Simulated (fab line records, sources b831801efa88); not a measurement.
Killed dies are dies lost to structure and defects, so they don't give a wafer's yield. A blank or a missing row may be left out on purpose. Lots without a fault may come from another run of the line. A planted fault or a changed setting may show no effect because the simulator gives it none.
fab line records | flow sky130
record lots=6 wafers=18 last_day=50
route steps=708 shown LOCAL_INTERCONNECT@390 PAD_OPEN@708
lots that met no fault: from a run of the same line without faults
start_h: hours from the record's first day to the start of the lot's first wafer shown | wait_h: hours since the lot's step before | " the same as in the row above | L1.1+2: a row that stands for several wafers | - no value, or no start given | * or withheld: withheld | < > ~ a bound
route shown NAME@n: a module of which the file shows steps, and the number in the route of the first | usual: mean/standard deviation of fault-free wafers | same: alike in all rows | chamber/n: place in a boat | sites: the reading at each site | _std_site: their standard deviation | _edge_site: outer sites' mean less inner sites' | radius_mm: how far each site lies from the wafer's centre | mask NAME#n: copy n | behind: the tool/chamber that last shaped the wafer | hold: why the lot was held/for how many hours/how that ended | device: the transistor (n, p or np) that didn't switch | end of line: the same wafers' tests at the end of the route | a step without rows: its recipe alone | killed: dies lost to structure and defects at the first sort, not the wafer's yield | map: a wafer's dies, x killed, . not, _ none there
set.NAME: the setting as run; set.NAME@STEP: as run at that earlier step | model.NAME: the simulator's own value behind a step, which no gauge read
lots at some steps of the route; a table a step, a row a wafer
services: from which hour (start_h, from the record's first day; less than 0 if before it) a tool's chamber was out of use, for how many hours, and why
## steps
# step SKY_LOCAL_INTERCONNECT_DEHYDRATE_03
# recipe temp_c=200 time_s=60
# step SKY_LOCAL_INTERCONNECT_HMDS_04
# recipe prime_time_s=60 prime_temp_c=120
# step SKY_LOCAL_INTERCONNECT_COAT_05
# recipe resist=BARC temp_c=withheld time_s=withheld spin_rpm=3000 resist_thk_nm=59.36
# step SKY_LOCAL_INTERCONNECT_COAT_06
# recipe resist=KrF-thick spin_rpm=3000 resist_thk_nm=450
# step SKY_LOCAL_INTERCONNECT_SOFTBAKE_07
# recipe temp_c=100 time_s=90 resist=KrF-thick
# step SKY_LOCAL_INTERCONNECT_EXPOSE_08
# recipe mask_id=LI1M na=0.8 source_shape=annular sigma_inner=0.55 sigma_outer=0.85 target_cd_nm=170 dose_mj=28
# step SKY_LOCAL_INTERCONNECT_PEB_09
# recipe peb_temp_c=withheld peb_time_s=withheld resist=KrF-thick
# step SKY_LOCAL_INTERCONNECT_DEVELOP_10
# recipe develop_time_s=60 resist=KrF-thick dev_temp_c=21
# step SKY_LOCAL_INTERCONNECT_CD_MEAS_11
# recipe target_cd_nm=170
# usual cd_nm=169.5/1.2
# columns lot.wafer tool chamber start_h wait_h cd_nm
L655.1 cd_sem-02 - 709.19 - 169.6
L655.4 " - " " 168.7
L655.5 " - " " 170.1
L661.1 cd_sem-01 - 765.59 - 167.9
L661.3 " - " " 168.2
L661.5 " - " " 168.2
L669.3 cd_sem-01 - 817.78 - 169.9
L669.4 " - " " 171.1
L669.6 " - " " 171.2
L670.2 cd_sem-01 - 820.06 - 171.1
L670.3 " - " " 171.5
L670.4 " - " " 171.5
L671.2 cd_sem-01 - 834.26 - 168.8
L671.3 " - " " 167.7
L671.4 " - " " 168.2
L678.1 cd_sem-01 - 883.44 - 169.0
L678.2 " - " " 169.0
L678.6 " - " " 168.5
# step SKY_LOCAL_INTERCONNECT_OVL_MEAS_12
# usual LOCAL_INTERCONNECT_OVL=-3/5
# columns lot.wafer tool chamber start_h wait_h LOCAL_INTERCONNECT_OVL[nm]
L655.1 overlay-02 - 709.31 0.1 1
L655.4 " - " " -8
L655.5 " - " " -6
L661.1 overlay-01 - 765.71 0.1 3
L661.3 " - " " -4
L661.5 " - " " -2
L669.3 overlay-01 - 817.87 0.1 3
L669.4 " - " " -3
L669.6 " - " " -1
L670.2 overlay-02 - 820.17 0.1 1
L670.3 " - " " 2
L670.4 " - " " 1
L671.2 overlay-02 - 834.37 0.1 -5
L671.3 " - " " 1
L671.4 " - " " -5
L678.1 overlay-01 - 883.56 0.1 -2
L678.2 " - " " -3
L678.6 " - " " -2
# step SKY_LOCAL_INTERCONNECT_ETCH_13
# recipe chemistry=N2/H2 target=BARC ion_energy_ev=200 bias_w=100 pressure_mtorr=30 n2_flow_sccm=100 h2_flow_sccm=200 icp_w=500 stop_on=SiO2 time_s=45.9 target_depth_a=600
# usual drypump_motor_current_A=6.2/0.43 n2_flow_sccm=100.00/0.29 oes_product_au=0.849/0.0049 throttle_valve_pct=13.224/0.0089
# columns lot.wafer tool chamber start_h wait_h drypump_motor_current_A n2_flow_sccm oes_product_au rf_hours_counter_h throttle_valve_pct
L655.1 rie_metal-02 0 709.35 0.0 6.5 99.84 0.842 11 13.237
L655.4 " 0 " " 6.5 100.09 0.848 - 13.227
L655.5 " 1 " " 6.1 100.03 0.854 - 13.211
L661.1 rie_metal-03 1 765.75 0.0 6.3 99.54 0.847 7 13.222
L661.3 " 1 " " 6.3 99.52 0.851 - 13.237
L661.5 " 0 " " 5.5 100.08 0.851 - 13.223
L669.3 rie_metal-02 0 817.92 0.0 6.6 99.78 0.850 - 13.212
L669.4 " 1 " " 6.1 100.07 0.848 - 13.218
L669.6 " 1 " " 6.1 100.08 0.842 - 13.219
L670.2 rie_metal-02 0 820.22 0.0 6.6 100.63 0.845 - 13.222
L670.3 " 0 " " 6.5 100.37 0.846 - 13.203
L670.4 " 0 " " 6.5 100.08 0.844 - 13.221
L671.2 rie_metal-02 1 834.40 0.0 6.1 100.00 0.854 0 13.221
L671.3 " 1 " " 6.1 99.58 0.854 - 13.234
L671.4 " 0 " " 6.6 99.92 0.842 - 13.220
L678.1 rie_metal-01 0 883.60 0.0 6.5 100.16 0.851 11 13.229
L678.2 " 0 " " 6.5 100.12 0.851 - 13.215
L678.6 " 0 " " 6.5 99.78 0.853 - 13.230
# step SKY_LOCAL_INTERCONNECT_METAL_ETCH_14
# recipe target_depth_nm=110 stop_on=PSG chemistry=Cl2/BCl3 target=TiN resist_sidewall_deg=88 pressure_mtorr=10 icp_w=900 bias_w=48.5 Cl2_flow_sccm=60 bcl3_flow_sccm=30 time_s=31.4
# usual drypump_motor_current_A=6.2/0.44 oes_product_au=0.940/0.0074 throttle_valve_pct=21.902/0.011
# columns lot.wafer tool chamber start_h wait_h drypump_motor_current_A oes_product_au rf_hours_counter_h throttle_valve_pct
L655.1 rie_metal-02 0 709.41 0.0 6.5 0.939 11 21.897
L655.4 " 0 " " 6.5 0.956 - 21.914
L655.5 " 1 " " 6.1 0.934 - 21.899
L661.1 rie_metal-03 1 765.81 0.0 6.3 0.935 7 21.908
L661.3 " 1 " " 6.3 0.922 - 21.921
L661.5 " 0 " " 5.5 0.942 - 21.898
L669.3 rie_metal-02 0 817.97 0.0 6.5 0.947 - 21.891
L669.4 " 1 " " 6.2 0.947 - 21.903
L669.6 " 1 " " 6.1 0.948 - 21.887
L670.2 rie_metal-02 0 820.34 0.1 6.5 0.945 - 21.889
L670.3 " 0 " " 6.6 0.951 - 21.892
L670.4 " 0 " " 6.6 0.936 - 21.922
L671.2 rie_metal-02 1 834.46 0.0 6.1 0.951 0 21.878
L671.3 " 1 " " 6.1 0.949 - 21.880
L671.4 " 0 " " 6.6 0.958 - 21.902
L678.1 rie_metal-01 0 883.72 0.1 6.5 0.931 11 21.903
L678.2 " 0 " " 6.5 0.946 - 21.901
L678.6 " 0 " " 6.6 0.932 - 21.902
# step SKY_LOCAL_INTERCONNECT_STRIP_15
# recipe chemistry=O2/N2 power_w=1400 pressure_mtorr=1500 platen_temp_c=withheld o2_flow_sccm=3000 n2_flow_sccm=300 overash_fraction=0.5
# usual drypump_motor_current_A=5.6/0.41 n2_flow_sccm=299.9/0.9 oes_product_au=0.427/0.0042 overash_fraction=0.5/0 strip_time_to_endpoint_s=4.708/0.02
# columns lot.wafer tool chamber start_h wait_h drypump_motor_current_A n2_flow_sccm oes_product_au overash_fraction rf_hours_counter_h strip_time_to_endpoint_s
L655.1 plasma_asher-02 0 709.46 0.0 5.9 299.8 0.425 0.5 60 4.689
L655.4 " 1 " " 5.9 298.3 0.426 0.5 - 4.713
L655.5 " 0 " " 5.9 300.4 0.427 0.5 - 4.704
L661.1 plasma_asher-01 1 765.86 0.0 5.2 301.9 0.428 0.5 102 4.699
L661.3 " 1 " " 5.2 301.9 0.436 0.5 - 4.680
L661.5 " 0 " " 5.5 300.1 0.424 0.5 - 4.739
L669.3 plasma_asher-01 0 818.04 0.1 5.5 299.8 0.425 0.7 - 4.715
L669.4 " 1 " " 5.2 299.5 0.427 0.7 - 4.735
L669.6 " 1 " " 5.1 299.8 0.434 0.7 - 4.727
L670.2 plasma_asher-01 1 820.43 0.1 5.2 300.3 0.422 0.7 108 4.732
L670.3 " 0 " " 5.5 299.1 0.422 0.7 - 4.695
L670.4 " 1 " " 5.2 299.4 0.424 0.7 - 4.713
L671.2 plasma_asher-04 1 834.51 0.0 6.5 298.5 0.428 0.5 9 4.727
L671.3 " 0 " " 5.2 299.0 0.426 0.5 - 4.741
L671.4 " 1 " " 6.5 299.7 0.418 0.5 - 4.706
L678.1 plasma_asher-02 1 883.82 0.1 5.9 300.2 0.422 0.5 79 4.720
L678.2 " 0 " " 5.9 300.5 0.428 0.5 79 4.719
L678.6 " 0 " " 6.0 300.3 0.419 0.5 - 4.703
# step SKY_LOCAL_INTERCONNECT_STRIP_16
# recipe chemistry=post_etch_residue_remover time_s=1200 temp_c=72.5
# step SKY_PAD_OPEN_PROBE_99
# usual killed_at_M0_to_M3=43/6.8 killed_at_M4_up=3.1/1.6 killed_at_contacts=24/5.4 killed_at_front_end=16/4.4 killed_at_other=0.2/0.48 killed_dies=87/8.8 killed_open=48/6.4 killed_short=39/6.2
# same gross_dies=492 killed_at_back_side=0
# columns lot.wafer tool chamber start_h wait_h killed_at_M0_to_M3 killed_at_M4_up killed_at_contacts killed_at_front_end killed_at_other killed_dies killed_open killed_short
L655.1 prober-01 - 1078.46 0.1 40 2 29 20 0 91 46 45
L655.4 prober-01 - 1078.61 0.2 49 4 25 21 0 99 47 52
L655.5 prober-01 - 1078.66 0.2 39 5 20 17 0 81 33 48
L661.1 prober-01 - 1122.81 0.1 35 1 25 14 1 76 42 34
L661.3 prober-01 - 1122.91 0.2 41 4 23 21 0 89 45 44
L661.5 prober-01 - 1123.01 0.2 55 1 20 15 0 91 45 46
L669.3 prober-01 - 1157.92 0.2 48 4 24 12 0 88 54 34
L669.4 prober-01 - 1157.97 0.2 42 2 15 18 0 77 46 31
L669.6 prober-01 - 1158.07 0.2 56 3 20 12 0 91 49 42
L670.2 prober-02 - 1159.28 0.1 44 0 33 11 0 88 49 39
L670.3 prober-02 - 1159.33 0.2 37 5 28 23 0 93 46 47
L670.4 prober-02 - 1159.38 0.2 57 5 32 22 2 118 64 54
L671.2 prober-01 - 1172.33 0.1 39 5 17 23 0 84 50 34
L671.3 prober-01 - 1172.38 0.2 44 2 24 16 0 86 44 42
L671.4 prober-01 - 1172.43 0.2 41 6 22 16 0 85 56 29
L678.1 prober-02 - 1202.14 0.1 34 7 27 17 0 85 41 44
L678.2 prober-02 - 1202.19 0.1 44 4 24 15 0 87 48 39
L678.6 prober-02 - 1202.39 0.2 42 3 22 17 1 85 45 40
# killed by level:class
L655.1 METAL2:geometric_particle:short=8 POLY_GATE:geometric_particle:open=7 CONTACT:geometric_particle:short=7 LI_CONTACT:geometric_particle:open=6 LOCAL_INTERCONNECT:geometric_particle:short=6 CONTACT:geometric_particle:open=6 VIA3:geometric_particle:open=6 FIELD_ISO:geometric_particle:open=4
L655.4 FIELD_ISO:geometric_particle:open=10 VIA3:geometric_particle:open=7 CONTACT:geometric_particle:open=7 CONTACT:geometric_particle:short=7 METAL1:geometric_particle:short=6 VIA1:geometric_particle:short=6 METAL2:geometric_particle:short=6 VIA2:geometric_particle:open=6
L655.5 METAL2:geometric_particle:short=11 FIELD_ISO:geometric_particle:short=8 CONTACT:geometric_particle:open=7 VIA1:geometric_particle:short=7 VIA2:geometric_particle:open=6 CONTACT:geometric_particle:short=5 VIA1:geometric_particle:open=5 VIA3:geometric_particle:open=5
L661.1 VIA1:geometric_particle:open=13 CONTACT:geometric_particle:open=8 LI_CONTACT:geometric_particle:open=7 CONTACT:geometric_particle:short=7 METAL2:geometric_particle:short=6 FIELD_ISO:geometric_particle:open=4 VIA3:geometric_particle:open=4 FIELD_ISO:geometric_particle:short=3
L661.3 VIA1:geometric_particle:open=12 CONTACT:geometric_particle:open=9 FIELD_ISO:geometric_particle:open=7 CONTACT:geometric_particle:short=6 METAL2:geometric_particle:short=6 VIA3:geometric_particle:open=6 LOCAL_INTERCONNECT:geometric_particle:short=4 FIELD_ISO:geometric_particle:short=4
L661.5 VIA1:geometric_particle:open=13 CONTACT:geometric_particle:open=11 FIELD_ISO:geometric_particle:short=7 VIA2:geometric_particle:open=7 METAL2:geometric_particle:short=6 METAL1:geometric_particle:short=6 VIA1:geometric_particle:short=5 VIA3:geometric_particle:short=5
L669.3 VIA1:geometric_particle:open=17 CONTACT:geometric_particle:open=10 VIA3:geometric_particle:open=7 VIA2:geometric_particle:open=6 CONTACT:geometric_particle:short=5 VIA1:geometric_particle:short=5 VIA3:geometric_particle:short=5 FIELD_ISO:geometric_particle:open=4
L669.4 VIA1:geometric_particle:open=10 VIA1:geometric_particle:short=7 VIA2:geometric_particle:open=7 CONTACT:geometric_particle:open=6 FIELD_ISO:geometric_particle:open=5 POLY_GATE:geometric_particle:open=4 LI_CONTACT:geometric_particle:open=4 METAL1:geometric_particle:short=4
L669.6 VIA1:geometric_particle:open=15 LI_CONTACT:geometric_particle:open=9 VIA3:geometric_particle:short=7 FIELD_ISO:geometric_particle:short=6 VIA2:geometric_particle:open=5 VIA2:geometric_particle:short=5 VIA3:geometric_particle:open=5 FIELD_ISO:geometric_particle:open=4
L670.2 CONTACT:geometric_particle:open=11 VIA1:geometric_particle:open=11 VIA1:geometric_particle:short=8 LI_CONTACT:geometric_particle:open=7 VIA2:geometric_particle:open=6 LOCAL_INTERCONNECT:geometric_particle:short=5 CONTACT:geometric_particle:short=5 METAL2:geometric_particle:short=5
L670.3 VIA1:geometric_particle:open=12 POLY_GATE:geometric_particle:open=9 CONTACT:geometric_particle:open=7 LOCAL_INTERCONNECT:geometric_particle:short=6 CONTACT:geometric_particle:short=6 METAL1:geometric_particle:short=6 METAL2:geometric_particle:short=5 VIA2:geometric_particle:open=5
L670.4 METAL1:geometric_particle:short=12 VIA1:geometric_particle:open=12 LI_CONTACT:geometric_particle:open=10 POLY_GATE:geometric_particle:open=9 CONTACT:geometric_particle:open=8 VIA2:geometric_particle:open=8 LOCAL_INTERCONNECT:geometric_particle:short=6 CONTACT:geometric_particle:short=6
L671.2 VIA1:geometric_particle:open=9 VIA2:geometric_particle:open=9 CONTACT:geometric_particle:open=7 FIELD_ISO:geometric_particle:open=5 POLY_GATE:geometric_particle:open=5 LI_CONTACT:geometric_particle:open=5 METAL4:geometric_particle:short=5 FIELD_ISO:geometric_particle:short=4
L671.3 VIA1:geometric_particle:open=10 VIA3:geometric_particle:open=8 CONTACT:geometric_particle:short=6 CONTACT:geometric_particle:open=6 VIA2:geometric_particle:open=6 FIELD_ISO:geometric_particle:open=5 POLY_GATE:geometric_particle:short=5 LI_CONTACT:geometric_particle:open=5
L671.4 VIA3:geometric_particle:open=11 VIA1:geometric_particle:open=9 CONTACT:geometric_particle:open=8 LI_CONTACT:geometric_particle:open=7 POLY_GATE:geometric_particle:open=6 VIA2:geometric_particle:open=5 POLY_GATE:geometric_particle:short=4 METAL1:geometric_particle:short=4
L678.1 LI_CONTACT:geometric_particle:open=7 CONTACT:geometric_particle:open=7 VIA1:geometric_particle:open=6 METAL2:geometric_particle:short=6 POLY_GATE:geometric_particle:short=5 LI_CONTACT:geometric_particle:short=5 CONTACT:geometric_particle:short=5 METAL1:geometric_particle:short=5
L678.2 CONTACT:geometric_particle:open=11 VIA1:geometric_particle:open=10 METAL1:geometric_particle:short=6 VIA2:geometric_particle:open=6 VIA3:geometric_particle:open=5 LI_CONTACT:geometric_particle:short=4 CONTACT:geometric_particle:short=4 VIA1:geometric_particle:short=4
L678.6 METAL2:geometric_particle:short=11 VIA1:geometric_particle:open=9 LI_CONTACT:geometric_particle:open=8 CONTACT:geometric_particle:open=8 FIELD_ISO:geometric_particle:open=7 METAL1:geometric_particle:short=6 FIELD_ISO:geometric_particle:short=5 VIA1:geometric_particle:short=4
## services
# columns tool chamber start_h hours kind
rie_metal-01 1 719.49 23.5 repair
rie_metal-02 - 727.24 1.4 pm
rie_metal-03 - 731.74 2.8 pm
plasma_asher-04 - 733.75 9.0 pm
plasma_asher-04 0 733.75 9.0 vent_cycle
plasma_asher-04 1 733.75 9.0 vent_cycle
plasma_asher-04 0 742.75 - clean
plasma_asher-04 - 758.64 0.5 repair
rie_metal-02 0 760.33 1.3 repair
plasma_asher-02 - 763.84 2.3 repair
plasma_asher-02 - 781.15 2.4 repair
rie_metal-01 - 811.77 2.8 pm
plasma_asher-04 - 817.74 1.2 repair
rie_metal-02 1 819.32 - clean
rie_metal-02 1 819.32 12.7 scheduled_down
rie_metal-02 1 819.32 12.7 vent_cycle
rie_metal-03 - 825.80 2.1 repair
rie_metal-02 0 840.35 - clean
rie_metal-02 0 840.35 21.1 scheduled_down
rie_metal-02 0 840.35 21.1 vent_cycle
plasma_asher-04 - 861.71 22.3 repair
rie_metal-01 1 873.87 - clean
rie_metal-01 1 873.87 24.4 scheduled_down
rie_metal-01 1 873.87 24.4 vent_cycle
## key
first_sign step=SKY_LOCAL_INTERCONNECT_STRIP_15 reading=overash_fraction direction=up sigmas=99+ usual=0.5 struck=0.7
effect none on later readings
met_at SKY_LOCAL_INTERCONNECT_STRIP_15
struck_wafers L669.3,L669.4,L669.6,L670.2,L670.3,L670.4
tester_left_out L669,L670
onset_between 765.86 818.04
fault kind=process_parameter_drift tool=plasma_asher-01 chamber=- onset_h=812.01 steps=SKY_LOCAL_INTERCONNECT_STRIP_15 channel=overash_fraction offset=0.2 shape=step end_h=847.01 acts_in=these_recipes_only stated=0.5
# tester_left_out: of these lots the tester's yield and bins aren't shown, on N5 and GAA mostly nor the transistor test; their killed dies are dies lost to structure and defects alone, not to doping, threshold or leakage, so they don't give the yield
